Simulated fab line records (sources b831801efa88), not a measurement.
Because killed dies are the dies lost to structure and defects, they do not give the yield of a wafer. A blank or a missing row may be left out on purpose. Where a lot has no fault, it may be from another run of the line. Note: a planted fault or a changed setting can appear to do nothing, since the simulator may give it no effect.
Which tool did it? -- flow sfq_line -- Sampling: 14 lots, 42 wafers, 4 of 325 route steps

WHAT EACH GAUGE READ, for each wafer
SFQ_M4_OVL_MEAS_926. Usual: for M4_OVL the level is 3 nm and the standard deviation is 6.6.
lot,measured,on,M4_OVL (nm),flag
L673,day 34 22:10,overlay-02,1 -4 -6,
L674,day 35 05:22,overlay-02,9 9 7,
L675,day 35 15:44,overlay-02,10 6 13,
L676,day 36 05:32,overlay-01,5 3 -2,
L682,day 38 01:04,overlay-01,11 4 8,
L685,day 38 10:38,overlay-01,6 3 5,
L686,day 38 15:26,overlay-01,-4 0 -4,
L690,day 39 17:39,overlay-01,0 3 -4,
L691,day 39 21:14,overlay-01,-2 13 4,
L692,day 40 11:44,overlay-01,13 9 13,
L693,day 40 16:32,overlay-02,6 9 1,
L694,day 40 18:56,overlay-02,1 -3 0,
L695,day 40 22:32,overlay-02,2 7 -2,
L696,day 41 05:17,overlay-01,-2 -7 -4,

SFQ_JJ_RS_MEAS_929: a four-point-probe measurement. Usual: for JJ_NB_RS the level is 1.051 ohm/sq and the standard deviation is 0.014.
lot,measured,on,JJ_NB_RS (ohm/sq),flag
L673,day 40 20:29,film_metro-01,1.047 1.044 1.065,
L674,day 41 08:41,film_metro-04,1.044 1.057 1.049,
L675,day 41 23:59,film_metro-04,1.035 1.034 1.027,
L676,day 42 16:40,film_metro-04,1.059 1.033 1.060,
L682,day 44 17:43,film_metro-01,1.006 1.017 1.024,
L685,day 45 08:38,film_metro-01,1.028 1.009 1.011,
L686,day 45 11:03,film_metro-01,1.014 1.037 1.036,
L690,day 47 02:50,film_metro-01,1.061 1.070 1.069,
L691,day 47 12:31,film_metro-02,1.049 1.048 1.057,
L692,day 48 13:43,film_metro-04,1.042 1.047 1.056,
L693,day 48 19:31,film_metro-01,1.069 1.060 1.048,
L694,day 49 02:41,film_metro-02,1.046 1.040 1.034,
L695,day 49 06:19,film_metro-01,1.076 1.076 1.072,
L696,day 49 12:17,film_metro-01,1.055 1.034 1.060,

TOOL THAT RAN EACH LOT (tool first, then ch and the chambers of the sampled wafers, then the start)
lot,SFQ_TRILAYER_M4_STRIP_STRIP_097,SFQ_TRILAYER_JJ_TRILAYER_DEP_SPUTTER_112
L673,"rie_metal-03 ch 0,1, day 34 22:23","pvd_sputter-04, day 40 20:25"
L674,"rie_metal-02 ch 0,1, day 35 05:35","pvd_sputter-03, day 41 08:37"
L675,"rie_metal-03 ch 0,1, day 35 15:57","pvd_sputter-06, day 41 23:48"
L676,"rie_metal-02 ch 0,1, day 36 05:45","pvd_sputter-03, day 42 16:35"
L682,"rie_metal-02 ch 1, day 38 02:02","pvd_sputter-04, day 44 17:34"
L685,"rie_metal-04 ch 0,1, day 38 10:52","pvd_sputter-04, day 45 08:33"
L686,"rie_metal-03 ch 0,1, day 38 15:40","pvd_sputter-03, day 45 10:58"
L690,"rie_metal-03 ch 0,1, day 39 18:04","pvd_sputter-06, day 47 02:43"
L691,"rie_metal-04 ch 0,1, day 39 21:28","pvd_sputter-06, day 47 12:26"
L692,"rie_metal-02 ch 0,1, day 40 11:58","pvd_sputter-04, day 48 13:37"
L693,"rie_metal-02 ch 0,1, day 40 16:46","pvd_sputter-03, day 48 19:25"
L694,"rie_metal-02 ch 0,1, day 40 19:10","pvd_sputter-04, day 49 02:37"
L695,"rie_metal-03 ch 1, day 40 22:46","pvd_sputter-06, day 49 06:13"
L696,"rie_metal-02 ch 0,1, day 41 05:31","pvd_sputter-04, day 49 12:13"
- SFQ_TRILAYER_M4_STRIP_STRIP_097: strips in O2.
- SFQ_TRILAYER_JJ_TRILAYER_DEP_SPUTTER_112: material Nb, target thk 170 nm, time 113.3 s.

AS READ BY THE TOOLS THEMSELVES (means over the sampled wafers that have a number; for cases with no such wafer, the mark the record gives instead)
SFQ_TRILAYER_M4_STRIP_STRIP_097. Usual: chamber_pressure_mTorr 50.00 mTorr, standard deviation 0.045; drypump_motor_current_A 5.5 A, standard deviation 0.37; oes_product_au 1.001 a.u., standard deviation 0.011.
lot,tool,chamber_pressure_mTorr (mTorr),drypump_motor_current_A (A),oes_product_au (a.u.),flag
L673,rie_metal-03,49.99,5.4,0.997,
L674,rie_metal-02,50.00,5.8,0.996,
L675,rie_metal-03,49.99,5.4,0.999,
L676,rie_metal-02,50.05,5.9,0.999,
L682,rie_metal-02,50.02,5.9,0.998,
L685,rie_metal-04,50.04,5.0,1.014,
L686,rie_metal-03,49.98,5.4,1.005,
L690,rie_metal-03,50.04,5.3,0.999,
L691,rie_metal-04,49.98,5.0,1.013,
L692,rie_metal-02,50.01,5.9,1.000,
L693,rie_metal-02,50.00,5.8,0.997,
L694,rie_metal-02,49.99,5.9,0.996,
L695,rie_metal-03,49.97,5.4,1.009,
L696,rie_metal-02,50.00,5.8,1.002,

SFQ_TRILAYER_JJ_TRILAYER_DEP_SPUTTER_112. Usual: throttle_valve_pct at 30.2 %, with a standard deviation of 1.1.
lot,tool,throttle_valve_pct (%),flag
L673,pvd_sputter-04,31.0,
L674,pvd_sputter-03,29.7,
L675,pvd_sputter-06,29.6,
L676,pvd_sputter-03,30.4,
L682,pvd_sputter-04,31.3,
L685,pvd_sputter-04,31.2,
L686,pvd_sputter-03,30.5,
L690,pvd_sputter-06,29.4,
L691,pvd_sputter-06,29.5,
L692,pvd_sputter-04,30.8,
L693,pvd_sputter-03,29.8,
L694,pvd_sputter-04,30.5,
L695,pvd_sputter-06,29.4,
L696,pvd_sputter-04,30.9,

THE ANSWER, worked out from the rows above alone
Rule: lot off if the mean of its wafers having a number is beyond 3 standard deviations from the usual mean. A lot without any number at a reading at which 4 lots or more have one is off too. All remaining lots with rows at the step are treated as sound. The gauges are gone through in route order, then the tools' own readings, and for those a lot's mean is taken as printed above. The first step at which some lot is off is used, and at that step the reading that is off furthest; a lot without a number counts as furthest.
No lot is off on any of the readings shown, so nothing can be concluded from this.

WHAT WAS PUT IN BY THE SIMULATOR
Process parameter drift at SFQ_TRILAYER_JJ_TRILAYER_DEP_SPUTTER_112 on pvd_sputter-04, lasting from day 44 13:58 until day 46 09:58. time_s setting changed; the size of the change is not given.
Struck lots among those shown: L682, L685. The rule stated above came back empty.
